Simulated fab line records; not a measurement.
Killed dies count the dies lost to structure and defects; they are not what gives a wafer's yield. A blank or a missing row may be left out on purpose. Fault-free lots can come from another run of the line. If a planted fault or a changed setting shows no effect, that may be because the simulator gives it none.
Which of the tools did it?    flow sky130    12 lots, 36 wafers sampled, at 1 step of a route of 708

WHAT EACH GAUGE READ, for each wafer
SKY_VIA2_CD_MEAS_12: target cd 200 nm.
lot   measured      on         cd-nm (nm)
L075  day 36 12:59  cd-sem-01  200.6 200.1 201.1
L077  day 37 08:52  cd-sem-02  201.2 198.8 200.9
L080  day 37 23:23  cd-sem-01  199.5 199.7 200.8
L081  day 38 23:56  cd-sem-01  198.1 199.2 199.2
L083  day 39 12:29  cd-sem-01  197.5 197.6 198.2
L085  day 40 03:20  cd-sem-01  198.6 197.3 199.1
L087  day 40 09:43  cd-sem-01  200.0 199.1 200.7
L089  day 41 10:31  cd-sem-02  199.2 198.9 200.2
L090  day 42 03:04  cd-sem-02  197.4 197.4 198.9
L093  day 42 07:04  cd-sem-02  199.2 197.6 197.4
L095  day 43 00:02  cd-sem-02  198.3 198.2 198.2
L097  day 43 07:21  cd-sem-01  200.6 198.9 199.9

EACH LOT AND THE TOOL THAT RAN IT (in order: tool; ch and the chambers of the sampled wafers; start)
The record shows no process step preceding these readings.

THE ANSWER, worked out from the rows above alone
Rule: usual is defined by the lots themselves. The widest of any qualifying gaps counts: lots, ordered by their means at a reading, are off when they make up no more than a third of the lots, leave a main group of 4 or more, and stand apart from it by 3 or more times the standard deviation of that group's means. A main group whose means are all the same, to the digits that the tables above print for the reading, isn't used. Also off: a lot with no number at a reading for which 4 or more lots have one. Any other lot the step has rows for is counted as sound.
Nothing can be told from this: no lot is off at any reading shown.

WHAT THE SIMULATOR HAD INSERTED
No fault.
